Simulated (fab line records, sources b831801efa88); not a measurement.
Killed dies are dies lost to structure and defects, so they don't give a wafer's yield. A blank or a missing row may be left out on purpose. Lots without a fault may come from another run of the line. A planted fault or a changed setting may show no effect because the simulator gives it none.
fab line records | flow sky130
record lots=10 wafers=30 last_day=50
route steps=708 shown METAL1@437 PAD_OPEN@708
lots that met no fault: from a run of the same line without faults
start_h: hours from the record's first day to the start of the lot's first wafer shown | wait_h: hours since the lot's step before | " the same as in the row above | L1.1+2: a row that stands for several wafers | - no value, or no start given | * or withheld: withheld | < > ~ a bound
route shown NAME@n: a module of which the file shows steps, and the number in the route of the first | usual: mean/standard deviation of fault-free wafers | same: alike in all rows | chamber/n: place in a boat | sites: the reading at each site | _std_site: their standard deviation | _edge_site: outer sites' mean less inner sites' | radius_mm: how far each site lies from the wafer's centre | mask NAME#n: copy n | behind: the tool/chamber that last shaped the wafer | hold: why the lot was held/for how many hours/how that ended | device: the transistor (n, p or np) that didn't switch | end of line: the same wafers' tests at the end of the route | a step without rows: its recipe alone | killed: dies lost to structure and defects at the first sort, not the wafer's yield | map: a wafer's dies, x killed, . not, _ none there
set.NAME: the setting as run; set.NAME@STEP: as run at that earlier step | model.NAME: the simulator's own value behind a step, which no gauge read
steps of the route over a sample of lots; a table a step, a row a wafer
services: from which hour (start_h, from the record's first day; less than 0 if before it) a tool's chamber was out of use, for how many hours, and why
## steps
# step SKY_METAL1_SPUTTER_03
# recipe material=Ti target_thk_nm=5 power_w=3000 time_s=3.3 chamber_pressure_pa=0.4
# usual throttle_valve_pct=30.0/0.84
# columns lot.wafer tool chamber start_h wait_h throttle_valve_pct
L708.2 pvd_sputter-01 - 770.86 0.0 29.8
L708.3 " - " " 30.3
L708.4 " - " " 30.8
L712.1 pvd_sputter-03 - 793.54 0.0 29.7
L712.4 " - " " 29.4
L712.5 " - " " 30.5
L714.3 pvd_sputter-01 - 814.09 0.0 30.1
L714.4 " - " " 28.3
L714.6 " - " " 28.5
L718.2 pvd_sputter-01 - 842.96 0.0 30.1
L718.3 " - " " 30.0
L718.4 " - " " 30.9
L719.2 pvd_sputter-01 - 851.14 0.0 30.0
L719.3 " - " " 28.3
L719.5 " - " " 30.1
L723.1 pvd_sputter-01 - 881.19 0.0 29.7
L723.5 " - " " 28.4
L723.6 " - " " 29.6
L727.1 pvd_sputter-03 - 904.69 0.0 30.5
L727.5 " - " " 29.3
L727.6 " - " " 29.8
L728.2 pvd_sputter-01 - 908.08 0.0 30.2
L728.4 " - " " 29.8
L728.5 " - " " 29.9
L730.1 pvd_sputter-01 - 918.41 0.0 30.0
L730.2 " - " " 30.7
L730.5 " - " " 28.3
L729.1 pvd_sputter-04 - 923.13 0.0 31.4
L729.2 " - " " 30.8
L729.4 " - " " 29.7
# step SKY_METAL1_SPUTTER_04
# recipe material=TiN target_thk_nm=70 power_w=6500 time_s=58.3 chamber_pressure_pa=0.4
# usual throttle_valve_pct=30.0/0.84
# columns lot.wafer tool chamber start_h wait_h throttle_valve_pct
L708.2 pvd_sputter-01 - 770.88 0.0 30.2
L708.3 " - " " 30.0
L708.4 " - " " 30.8
L712.1 pvd_sputter-03 - 793.56 0.0 29.9
L712.4 " - " " 29.0
L712.5 " - " " 30.7
L714.3 pvd_sputter-01 - 814.11 0.0 30.1
L714.4 " - " " 28.5
L714.6 " - " " 28.4
L718.2 pvd_sputter-01 - 842.98 0.0 30.2
L718.3 " - " " 30.4
L718.4 " - " " 30.8
L719.2 pvd_sputter-01 - 851.16 0.0 30.2
L719.3 " - " " 28.3
L719.5 " - " " 30.2
L723.1 pvd_sputter-01 - 881.21 0.0 30.0
L723.5 " - " " 28.3
L723.6 " - " " 30.0
L727.1 pvd_sputter-03 - 904.71 0.0 30.2
L727.5 " - " " 29.2
L727.6 " - " " 29.7
L728.2 pvd_sputter-01 - 908.10 0.0 30.1
L728.4 " - " " 30.2
L728.5 " - " " 29.7
L730.1 pvd_sputter-01 - 918.43 0.0 30.1
L730.2 " - " " 30.8
L730.5 " - " " 28.4
L729.1 pvd_sputter-04 - 923.15 0.0 31.2
L729.2 " - " " 31.1
L729.4 " - " " 30.0
# step SKY_METAL1_ETCH_18
# recipe chemistry=N2/H2 target=BARC ion_energy_ev=200 bias_w=100 pressure_mtorr=30 n2_flow_sccm=100 h2_flow_sccm=200 icp_w=500 stop_on=SiO2 time_s=45.9 target_depth_a=600
# usual drypump_motor_current_A=5.6/0.66 he_backside_leak_sccm=3.18/0.27 oes_product_au=0.855/0.005 throttle_valve_pct=13.226/0.0095
# columns lot.wafer tool chamber start_h wait_h drypump_motor_current_A he_backside_leak_sccm oes_product_au rf_hours_counter_h throttle_valve_pct
L708.2 rie_metal-01 1 798.36 0.0 4.7 3.06 0.853 13 13.204
L708.3 " 1 " " 4.7 3.16 0.854 - 13.238
L708.4 " 0 " " 6.3 3.28 0.855 - 13.230
L712.1 rie_metal-03 1 821.65 0.1 5.0 3.46 0.843 14 13.220
L712.4 " 1 " " 5.0 3.41 0.864 - 13.227
L712.5 " 1 " " 5.0 3.32 0.855 - 13.233
L714.3 rie_metal-01 1 841.34 0.0 4.7 3.08 0.855 - 13.228
L714.4 " 0 " " 6.3 3.24 0.851 - 13.210
L714.6 " 1 " " 4.7 2.94 0.855 - 13.218
L718.2 rie_metal-01 1 869.56 0.0 4.7 3.09 0.848 15 13.248
L718.3 " 0 " " 6.4 3.02 0.855 - 13.214
L718.4 " 1 " " 4.7 3.18 0.850 - 13.214
L719.2 rie_metal-01 1 877.22 0.0 4.7 3.19 0.850 15 13.227
L719.3 " 0 " " 6.3 3.08 0.860 - 13.224
L719.5 " 1 " " 4.7 3.27 0.843 - 13.234
L723.1 rie_metal-04 1 908.36 0.0 5.8 3.03 0.862 1 13.231
L723.5 " 1 " " 5.8 3.07 0.852 - 13.236
L723.6 " 0 " " 5.2 3.29 0.862 - 13.239
L727.1 rie_metal-04 1 930.32 0.0 5.8 3.21 0.854 2 13.228
L727.5 " 1 " " 5.8 3.00 0.851 - 13.236
L727.6 " 0 " " 5.2 3.29 0.854 - 13.234
L728.2 rie_metal-04 0 933.81 0.0 5.2 3.26 0.857 5 13.236
L728.4 " 0 " " 5.2 3.30 0.861 - 13.235
L728.5 " 0 " " 5.2 3.32 0.854 - 13.227
L730.1 rie_metal-01 0 943.26 0.0 6.3 2.91 0.852 12 13.225
L730.2 " 1 " " 4.7 3.05 0.856 0 13.215
L730.5 " 1 " " 4.7 3.05 0.856 - 13.231
L729.1 rie_metal-04 0 948.16 0.0 5.2 3.26 0.853 5 13.231
L729.2 " 1 " " 5.8 3.03 0.854 3 13.221
L729.4 " 1 " " 5.8 3.07 0.848 - 13.217
# step SKY_METAL1_METAL_ETCH_19
# recipe target_depth_a=3600 stop_on=SiO2 over_etch_frac=0.3 time_s=78 chemistry=Cl2/BCl3 resist_sidewall_deg=88 pressure_mtorr=10 icp_w=900 bias_w=48.5 Cl2_flow_sccm=60 bcl3_flow_sccm=30
# usual drypump_motor_current_A=5.5/0.65 he_backside_leak_sccm=3.18/0.22 oes_product_au=0.854/0.0058 throttle_valve_pct=22.265/0.0092
# columns lot.wafer tool chamber start_h wait_h drypump_motor_current_A he_backside_leak_sccm oes_product_au rf_hours_counter_h throttle_valve_pct
L708.2 rie_metal-01 1 798.42 0.0 4.7 3.00 0.855 13 22.275
L708.3 " 1 " " 4.7 3.12 0.850 - 22.264
L708.4 " 0 " " 6.3 3.04 0.839 - 22.277
L712.1 rie_metal-03 1 821.78 0.1 5.0 3.60 0.857 14 22.251
L712.4 " 1 " " 5.0 3.46 0.863 - 22.258
L712.5 " 1 " " 4.9 3.37 0.859 - 22.265
L714.3 rie_metal-01 1 841.41 0.1 4.7 2.98 0.853 - 22.264
L714.4 " 0 " " 6.3 3.17 0.855 - 22.270
L714.6 " 1 " " 4.7 3.04 0.854 - 22.263
L718.2 rie_metal-01 1 869.63 0.0 4.7 3.10 0.851 15 22.256
L718.3 " 0 " " 6.3 3.12 0.863 - 22.266
L718.4 " 1 " " 4.7 2.89 0.835 - 22.273
L719.2 rie_metal-01 1 877.29 0.0 4.7 2.83 0.857 16 22.266
L719.3 " 0 " " 6.3 4.80 0.853 - 22.255
L719.5 " 1 " " 4.7 2.68 0.853 - 22.267
L723.1 rie_metal-04 1 908.42 0.0 5.8 3.00 0.854 2 22.273
L723.5 " 1 " " 5.8 3.10 0.855 - 22.267
L723.6 " 0 " " 5.2 3.38 0.859 - 22.271
L727.1 rie_metal-04 1 930.39 0.0 5.8 3.07 0.854 2 22.279
L727.5 " 1 " " 5.8 3.09 0.855 - 22.273
L727.6 " 0 " " 5.2 3.31 0.857 - 22.249
L728.2 rie_metal-04 0 933.87 0.0 5.2 3.26 0.861 5 22.265
L728.4 " 0 " " 5.2 3.24 0.855 - 22.274
L728.5 " 0 " " 5.2 3.25 0.846 - 22.261
L730.1 rie_metal-01 0 943.32 0.0 6.3 3.12 0.858 13 22.270
L730.2 " 1 " " 4.7 3.23 0.854 0 22.270
L730.5 " 1 " " 4.7 3.04 0.865 - 22.267
L729.1 rie_metal-04 0 948.22 0.0 5.2 3.42 0.851 5 22.259
L729.2 " 1 " " 5.8 3.07 0.854 3 22.275
L729.4 " 1 " " 5.8 3.02 0.848 - 22.265
# step SKY_METAL1_STRIP_20
# recipe chemistry=O2/N2 power_w=1400 pressure_mtorr=1500 platen_temp_c=withheld o2_flow_sccm=3000 n2_flow_sccm=300 overash_fraction=0.5
# usual drypump_motor_current_A=6.0/0.57 oes_product_au=0.342/0.0048 strip_time_to_endpoint_s=2.68/0.03
# same overash_fraction=0.5
# columns lot.wafer tool chamber start_h wait_h drypump_motor_current_A oes_product_au rf_hours_counter_h strip_time_to_endpoint_s
L708.2 plasma_asher-01 1 798.51 0.1 5.6 0.343 67 2.67
L708.3 " 0 " " 5.1 0.339 - 2.66
L708.4 " 1 " " 5.6 0.331 - 2.64
L712.1 plasma_asher-04 0 821.96 0.1 6.5 0.343 7 2.68
L712.4 " 0 " " 6.5 0.343 - 2.71
L712.5 " 1 " " 6.3 0.346 - 2.68
L714.3 plasma_asher-03 1 841.51 0.1 6.8 0.339 - 2.68
L714.4 " 0 " " 5.9 0.343 - 2.70
L714.6 " 1 " " 6.8 0.346 - 2.71
L718.2 plasma_asher-01 1 869.72 0.1 5.6 0.339 75 2.72
L718.3 " 1 " " 5.6 0.291 - 1.61
L718.4 " 0 " " 5.1 0.343 - 2.74
L719.2 plasma_asher-01 0 877.38 0.1 5.1 0.343 76 2.72
L719.3 " 0 " " 5.1 0.306 - 1.59
L719.5 " 1 " " 5.6 0.299 - 1.63
L723.1 plasma_asher-01 1 908.51 0.1 5.6 0.337 79 2.64
L723.5 " 1 " " 5.6 0.344 - 2.65
L723.6 " 0 " " 5.1 0.342 - 2.69
L727.1 plasma_asher-04 1 930.48 0.1 6.3 0.342 16 2.66
L727.5 " 1 " " 6.3 0.345 - 2.72
L727.6 " 0 " " 6.5 0.336 - 2.70
L728.2 plasma_asher-04 1 933.96 0.1 6.3 0.335 17 2.65
L728.4 " 0 " " 6.5 0.349 - 2.66
L728.5 " 1 " " 6.3 0.340 - 2.67
L730.1 plasma_asher-04 0 943.41 0.1 6.5 0.337 18 2.68
L730.2 " 1 " " 6.3 0.347 18 2.76
L730.5 " 0 " " 6.5 0.335 - 2.74
L729.1 plasma_asher-01 0 948.31 0.1 5.2 0.344 83 2.70
L729.2 " 1 " " 5.6 0.342 83 2.72
L729.4 " 1 " " 5.6 0.342 - 2.67
# step SKY_PAD_OPEN_PROBE_99
# usual defect_limited_yield=82.1/2 killed_at_M0_to_M3=43/6.4 killed_at_M4_up=3.2/1.8 killed_at_contacts=25/5.5 killed_at_front_end=16/5.2 killed_at_other=0.3/0.49 killed_dies=88/10 killed_open=48/7 killed_short=40/7.1 sort_bin_3_pad_short=0.9/0.42 sort_bin_5_function=10.5/1.6 sort_bin_6_memory=6.5/1.2 sort_n_pass=404/10 sort_yield_pct=82.1/2
# same gross_dies=492 killed_at_back_side=0 sort_bin_4_leakage[%]=0 sort_bin_8_speed[%]=0
# columns lot.wafer tool chamber start_h wait_h defect_limited_yield[%] killed_at_M0_to_M3 killed_at_M4_up killed_at_contacts killed_at_front_end killed_at_other killed_dies killed_open killed_short sort_bin_3_pad_short[%] sort_bin_5_function[%] sort_bin_6_memory[%] sort_n_pass sort_yield_pct[%]
L719.3 prober-02 - 1162.00 0.2 83.1 39 3 25 16 0 83 51 31 0.6 7.5 8.7 409 83.1
L719.5 prober-02 - 1162.10 0.2 83.1 46 1 23 13 0 83 47 35 0.8 10.8 5.3 409 83.1
L723.1 prober-01 - 1181.83 0.1 82.9 41 1 24 18 0 84 49 35 1.0 11.0 5.1 408 82.9
L723.5 prober-01 - 1182.03 0.2 81.9 47 5 21 16 0 89 45 44 1.0 9.8 7.3 403 81.9
L723.6 prober-01 - 1182.08 0.2 81.3 45 4 28 15 0 92 50 42 0.4 11.8 6.5 400 81.3
L729.1 prober-02 - 1210.25 0.1 85.8 33 2 22 13 0 70 35 35 1.4 6.5 6.3 422 85.8
L729.2 prober-02 - 1210.30 0.1 85.2 41 1 21 10 0 73 41 32 0.2 9.1 5.5 419 85.2
L729.4 prober-02 - 1210.40 0.2 83.9 40 1 21 17 0 79 51 28 0.6 9.8 5.7 413 83.9
# killed by level:class
L719.3 CONTACT:geometric_particle:open=9 POLY_GATE:geometric_particle:open=7 VIA1:geometric_particle:short=7 CONTACT:geometric_particle:short=6 VIA1:geometric_particle:open=6 LI_CONTACT:geometric_particle:open=5 VIA2:geometric_particle:open=5 VIA3:geometric_particle:open=4
L719.5 VIA2:geometric_particle:open=9 LI_CONTACT:geometric_particle:open=7 VIA1:geometric_particle:open=7 CONTACT:geometric_particle:open=7 VIA1:geometric_particle:short=6 METAL2:geometric_particle:short=5 FIELD_ISO:geometric_particle:short=4 SPACER:geometric_particle:open=4
L723.1 CONTACT:geometric_particle:open=13 VIA1:geometric_particle:open=13 VIA1:geometric_particle:short=6 METAL2:geometric_particle:short=5 POLY_GATE:geometric_particle:open=5 CONTACT:geometric_particle:short=5 VIA3:geometric_particle:open=5 POLY_GATE:geometric_particle:short=4
L723.5 METAL2:geometric_particle:short=9 LI_CONTACT:geometric_particle:open=8 VIA1:geometric_particle:open=8 VIA3:geometric_particle:open=6 CONTACT:geometric_particle:open=5 METAL1:geometric_particle:short=5 VIA2:geometric_particle:open=5 CONTACT:geometric_particle:short=4
L723.6 VIA1:geometric_particle:open=11 CONTACT:geometric_particle:open=8 METAL1:geometric_particle:short=6 VIA3:geometric_particle:open=6 CONTACT:geometric_particle:short=5 METAL2:geometric_particle:short=5 VIA2:geometric_particle:open=5 POLY_GATE:geometric_particle:short=4
L729.1 FIELD_ISO:geometric_particle:open=6 CONTACT:geometric_particle:short=6 LI_CONTACT:geometric_particle:open=5 VIA1:geometric_particle:open=5 CONTACT:geometric_particle:open=4 METAL2:geometric_particle:short=4 VIA3:geometric_particle:short=4 METAL3:geometric_particle:short=4
L729.2 CONTACT:geometric_particle:open=8 VIA1:geometric_particle:open=8 METAL1:geometric_particle:short=7 VIA2:geometric_particle:open=7 VIA3:geometric_particle:open=6 LI_CONTACT:geometric_particle:short=5 METAL3:geometric_particle:short=4 VIA3:geometric_particle:short=4
L729.4 VIA2:geometric_particle:open=11 CONTACT:geometric_particle:open=9 FIELD_ISO:geometric_particle:open=7 LOCAL_INTERCONNECT:geometric_particle:short=5 METAL2:geometric_particle:open=5 METAL1:geometric_particle:short=4 LI_CONTACT:geometric_particle:open=4 VIA1:geometric_particle:open=4
## services
# columns tool chamber start_h hours kind
plasma_asher-04 - 758.57 3.1 repair
rie_metal-04 0 758.62 4.0 repair
plasma_asher-03 - 770.12 1.5 repair
rie_metal-01 0 780.73 1.4 repair
pvd_sputter-01 - 782.79 2.8 repair
plasma_asher-01 - 783.43 7.0 repair
plasma_asher-01 - 788.89 2.9 repair
rie_metal-01 - 801.94 1.0 repair
rie_metal-04 0 814.85 - clean
rie_metal-04 0 814.85 17.8 scheduled_down
rie_metal-04 0 814.85 17.8 vent_cycle
plasma_asher-04 - 830.00 13.5 repair
rie_metal-04 - 830.99 1.4 pm
pvd_sputter-04 - 851.03 2.2 repair
pvd_sputter-03 - 858.97 9.0 repair
pvd_sputter-04 - 883.97 4.0 repair
plasma_asher-04 - 895.50 4.2 repair
rie_metal-01 1 903.30 10.6 repair
rie_metal-01 1 917.79 - clean
rie_metal-01 1 917.79 18.8 scheduled_down
rie_metal-01 1 917.79 18.8 vent_cycle
pvd_sputter-03 - 922.83 1.7 repair
rie_metal-04 - 944.86 0.6 repair
pvd_sputter-04 - 945.86 9.6 repair
## key
first_sign step=SKY_METAL1_STRIP_20 reading=strip_time_to_endpoint_s direction=down sigmas=36 usual=* struck=*
effect step=SKY_METAL1_STRIP_20 reading=oes_product_au direction=down sigmas=9.1 usual=0.342 struck=0.299
met_at SKY_METAL1_METAL_ETCH_19
struck_lots L718,L719
struck_wafers L718.3,L719.3,L719.5
not_acting_at SKY_METAL1_SPUTTER_03,SKY_METAL1_SPUTTER_04,SKY_METAL1_ETCH_18
onset_between 841.41 869.63
fault kind=process_parameter_drift tool=rie_metal-01 chamber=- onset_h=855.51 steps=SKY_METAL1_METAL_ETCH_19 channel=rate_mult offset=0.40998 shape=step end_h=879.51 scope=struck_wafers_only
